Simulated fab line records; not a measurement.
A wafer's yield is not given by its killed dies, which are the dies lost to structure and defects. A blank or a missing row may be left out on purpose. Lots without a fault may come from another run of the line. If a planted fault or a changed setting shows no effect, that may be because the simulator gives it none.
The tool behind it: which one? :: flow sky130 :: 42 wafers from 14 lots sampled at 3 of the route's 708 steps

WHAT THE GAUGES READ, wafer by wafer
SKY_VIA3_CD_MEAS_12: the cd target is 200 nm. Usual: 199.7 nm for cd_nm, sd 1.6.
lot: L934
measured: day 40 22:46
on: cd_sem-02
cd_nm (nm): 200.4 198.3 199.6
flag: 

lot: L933
measured: day 41 00:03
on: cd_sem-01
cd_nm (nm): 202.1 201.7 201.7
flag: 

lot: L935
measured: day 41 03:50
on: cd_sem-02
cd_nm (nm): 197.9 198.6 200.3
flag: 

lot: L936
measured: day 41 05:25
on: cd_sem-02
cd_nm (nm): 198.9 197.6 198.3
flag: 

lot: L937
measured: day 41 12:00
on: cd_sem-01
cd_nm (nm): 200.1 200.2 200.5
flag: 

lot: L938
measured: day 41 21:28
on: cd_sem-01
cd_nm (nm): 199.3 198.2 198.0
flag: 

lot: L939
measured: day 42 07:01
on: cd_sem-02
cd_nm (nm): 200.6 199.1 200.5
flag: 

lot: L942
measured: day 42 18:01
on: cd_sem-01
cd_nm (nm): 199.8 198.7 198.2
flag: 

lot: L951
measured: day 44 22:47
on: cd_sem-01
cd_nm (nm): 200.8 200.7 200.6
flag: 

lot: L952
measured: day 45 07:14
on: cd_sem-01
cd_nm (nm): 201.4 199.3 201.7
flag: 

lot: L953
measured: day 45 14:49
on: cd_sem-01
cd_nm (nm): 200.5 202.0 201.4
flag: 

lot: L954
measured: day 45 21:43
on: cd_sem-02
cd_nm (nm): 202.4 202.2 201.4
flag: 

lot: L956
measured: day 46 01:19
on: cd_sem-01
cd_nm (nm): 198.7 198.4 199.7
flag: 

lot: L955
measured: day 46 06:26
on: cd_sem-01
cd_nm (nm): 201.0 200.6 200.7
flag: 

TOOL THAT RAN EACH LOT (tool first, then ch and the chambers of the sampled wafers, then the start)
lot: L934
SKY_METAL3_DESCUM_15: rie_metal-03 ch 0,1, day 39 20:46
SKY_METAL3_ETCH_16: rie_metal-03 ch 0,1, day 39 20:47

lot: L933
SKY_METAL3_DESCUM_15: rie_metal-03 ch 0,1, day 39 22:13
SKY_METAL3_ETCH_16: rie_metal-03 ch 0,1, day 39 22:14

lot: L935
SKY_METAL3_DESCUM_15: rie_metal-03 ch 0,1, day 40 02:32
SKY_METAL3_ETCH_16: rie_metal-03 ch 0,1, day 40 02:34

lot: L936
SKY_METAL3_DESCUM_15: rie_metal-04 ch 0,1, day 40 03:03
SKY_METAL3_ETCH_16: rie_metal-04 ch 0,1, day 40 03:05

lot: L937
SKY_METAL3_DESCUM_15: rie_metal-04 ch 0,1, day 40 10:50
SKY_METAL3_ETCH_16: rie_metal-04 ch 0,1, day 40 10:52

lot: L938
SKY_METAL3_DESCUM_15: rie_metal-03 ch 0,1, day 40 21:01
SKY_METAL3_ETCH_16: rie_metal-03 ch 0,1, day 40 21:02

lot: L939
SKY_METAL3_DESCUM_15: rie_metal-03 ch 0,1, day 41 05:37
SKY_METAL3_ETCH_16: rie_metal-03 ch 0,1, day 41 05:38

lot: L942
SKY_METAL3_DESCUM_15: rie_metal-04 ch 0,1, day 41 16:15
SKY_METAL3_ETCH_16: rie_metal-04 ch 0,1, day 41 16:17

lot: L951
SKY_METAL3_DESCUM_15: rie_metal-01 ch 0,1, day 43 22:48
SKY_METAL3_ETCH_16: rie_metal-01 ch 0,1, day 43 22:50

lot: L952
SKY_METAL3_DESCUM_15: rie_metal-04 ch 0,1, day 44 07:40
SKY_METAL3_ETCH_16: rie_metal-04 ch 0,1, day 44 07:41

lot: L953
SKY_METAL3_DESCUM_15: rie_metal-03 ch 0,1, day 44 15:45
SKY_METAL3_ETCH_16: rie_metal-03 ch 0,1, day 44 15:47

lot: L954
SKY_METAL3_DESCUM_15: rie_metal-01 ch 0,1, day 44 23:28
SKY_METAL3_ETCH_16: rie_metal-01 ch 0,1, day 44 23:29

lot: L956
SKY_METAL3_DESCUM_15: rie_metal-01 ch 0,1, day 45 02:43
SKY_METAL3_ETCH_16: rie_metal-01 ch 0,1, day 45 02:45

lot: L955
SKY_METAL3_DESCUM_15: rie_metal-03 ch 0,1, day 45 07:38
SKY_METAL3_ETCH_16: rie_metal-03 ch 0,1, day 45 07:40
- SKY_METAL3_DESCUM_15: chemistry O2, time 8 s.
- SKY_METAL3_ETCH_16: etches BARC in N2/H2, stops on SiO2, time 88.2 s, target depth 60 nm.

AS READ BY THE TOOLS THEMSELVES (means over the sampled wafers that have a number; for cases with no such wafer, the mark the record gives instead)
SKY_METAL3_DESCUM_15. Usual: drypump_motor_current_A 5.64 A, standard deviation 0.17; oes_product_au 0.992 a.u., standard deviation 0.012; rf_fwd_power_W 146.4 W, standard deviation 0.44.
lot: L934
tool: rie_metal-03
drypump_motor_current_A (A): 5.63
oes_product_au (a.u.): 0.984
rf_fwd_power_W (W): 146.7
flag: 

lot: L933
tool: rie_metal-03
drypump_motor_current_A (A): 5.55
oes_product_au (a.u.): 0.995
rf_fwd_power_W (W): 146.6
flag: 

lot: L935
tool: rie_metal-03
drypump_motor_current_A (A): 5.61
oes_product_au (a.u.): 0.981
rf_fwd_power_W (W): 146.6
flag: 

lot: L936
tool: rie_metal-04
drypump_motor_current_A (A): 5.71
oes_product_au (a.u.): 0.995
rf_fwd_power_W (W): 146.1
flag: 

lot: L937
tool: rie_metal-04
drypump_motor_current_A (A): 5.70
oes_product_au (a.u.): 0.998
rf_fwd_power_W (W): 146.5
flag: 

lot: L938
tool: rie_metal-03
drypump_motor_current_A (A): 5.61
oes_product_au (a.u.): 0.988
rf_fwd_power_W (W): 146.1
flag: 

lot: L939
tool: rie_metal-03
drypump_motor_current_A (A): 5.53
oes_product_au (a.u.): 0.986
rf_fwd_power_W (W): 146.2
flag: 

lot: L942
tool: rie_metal-04
drypump_motor_current_A (A): 5.68
oes_product_au (a.u.): 0.987
rf_fwd_power_W (W): 146.5
flag: 

lot: L951
tool: rie_metal-01
drypump_motor_current_A (A): 5.84
oes_product_au (a.u.): 0.997
rf_fwd_power_W (W): 146.4
flag: 

lot: L952
tool: rie_metal-04
drypump_motor_current_A (A): 5.69
oes_product_au (a.u.): 0.997
rf_fwd_power_W (W): 146.3
flag: 

lot: L953
tool: rie_metal-03
drypump_motor_current_A (A): 5.55
oes_product_au (a.u.): 0.987
rf_fwd_power_W (W): 146.6
flag: 

lot: L954
tool: rie_metal-01
drypump_motor_current_A (A): 5.67
oes_product_au (a.u.): 1.000
rf_fwd_power_W (W): 146.0
flag: 

lot: L956
tool: rie_metal-01
drypump_motor_current_A (A): 5.66
oes_product_au (a.u.): 1.003
rf_fwd_power_W (W): 146.5
flag: 

lot: L955
tool: rie_metal-03
drypump_motor_current_A (A): 5.63
oes_product_au (a.u.): 0.989
rf_fwd_power_W (W): 146.6
flag: 

SKY_METAL3_ETCH_16. Usual: bias_w 99.99 W, standard deviation 0.26; drypump_motor_current_A 5.65 A, standard deviation 0.16; oes_product_au 0.626 a.u., standard deviation 0.0053; rf_fwd_power_W 495.7 W, standard deviation 1.9; throttle_valve_pct 13.206 %, standard deviation 0.0089.
lot: L934
tool: rie_metal-03
bias_w (W): 99.99
drypump_motor_current_A (A): 5.62
oes_product_au (a.u.): 0.621
rf_fwd_power_W (W): 495.8
throttle_valve_pct (%): 13.206
flag: 

lot: L933
tool: rie_metal-03
bias_w (W): 99.82
drypump_motor_current_A (A): 5.56
oes_product_au (a.u.): 0.618
rf_fwd_power_W (W): 495.1
throttle_valve_pct (%): 13.203
flag: 

lot: L935
tool: rie_metal-03
bias_w (W): 100.39
drypump_motor_current_A (A): 5.63
oes_product_au (a.u.): 0.622
rf_fwd_power_W (W): 497.1
throttle_valve_pct (%): 13.208
flag: 

lot: L936
tool: rie_metal-04
bias_w (W): 100.01
drypump_motor_current_A (A): 5.71
oes_product_au (a.u.): 0.628
rf_fwd_power_W (W): 495.9
throttle_valve_pct (%): 13.211
flag: 

lot: L937
tool: rie_metal-04
bias_w (W): 100.09
drypump_motor_current_A (A): 5.69
oes_product_au (a.u.): 0.625
rf_fwd_power_W (W): 494.7
throttle_valve_pct (%): 13.210
flag: 

lot: L938
tool: rie_metal-03
bias_w (W): 99.95
drypump_motor_current_A (A): 5.64
oes_product_au (a.u.): 0.628
rf_fwd_power_W (W): 494.5
throttle_valve_pct (%): 13.198
flag: 

lot: L939
tool: rie_metal-03
bias_w (W): 100.08
drypump_motor_current_A (A): 5.55
oes_product_au (a.u.): 0.633
rf_fwd_power_W (W): 495.0
throttle_valve_pct (%): 13.206
flag: 

lot: L942
tool: rie_metal-04
bias_w (W): 99.83
drypump_motor_current_A (A): 5.72
oes_product_au (a.u.): 0.623
rf_fwd_power_W (W): 493.3
throttle_valve_pct (%): 13.205
flag: 

lot: L951
tool: rie_metal-01
bias_w (W): 99.93
drypump_motor_current_A (A): 5.86
oes_product_au (a.u.): 0.629
rf_fwd_power_W (W): 497.8
throttle_valve_pct (%): 13.204
flag: 

lot: L952
tool: rie_metal-04
bias_w (W): 100.15
drypump_motor_current_A (A): 5.70
oes_product_au (a.u.): 0.622
rf_fwd_power_W (W): 495.7
throttle_valve_pct (%): 13.205
flag: 

lot: L953
tool: rie_metal-03
bias_w (W): 100.32
drypump_motor_current_A (A): 5.56
oes_product_au (a.u.): 0.637
rf_fwd_power_W (W): 494.7
throttle_valve_pct (%): 13.206
flag: 

lot: L954
tool: rie_metal-01
bias_w (W): 100.00
drypump_motor_current_A (A): 5.68
oes_product_au (a.u.): 0.622
rf_fwd_power_W (W): 497.7
throttle_valve_pct (%): 13.200
flag: 

lot: L956
tool: rie_metal-01
bias_w (W): 100.04
drypump_motor_current_A (A): 5.66
oes_product_au (a.u.): 0.624
rf_fwd_power_W (W): 494.6
throttle_valve_pct (%): 13.204
flag: 

lot: L955
tool: rie_metal-03
bias_w (W): 99.77
drypump_motor_current_A (A): 5.62
oes_product_au (a.u.): 0.629
rf_fwd_power_W (W): 493.5
throttle_valve_pct (%): 13.208
flag: 

THE ANSWER, worked out from the rows above alone
Rule: take the mean of a lot's wafers that have a number; if it is more than 3 standard deviations from the usual mean, the lot is off. Also off: a lot with no number at a reading for which 4 or more lots have one. The other lots that the step has rows for count as sound. Order of review: gauges by route order, followed by the tools' own readings, for which a lot's mean as printed above is used. At the first step where some lot is off, the reading lying furthest off is the one used; lots without a number count as furthest.
No lot is off at any reading shown: from this, nothing can be told.

WHAT THE SIMULATOR HAD PUT IN
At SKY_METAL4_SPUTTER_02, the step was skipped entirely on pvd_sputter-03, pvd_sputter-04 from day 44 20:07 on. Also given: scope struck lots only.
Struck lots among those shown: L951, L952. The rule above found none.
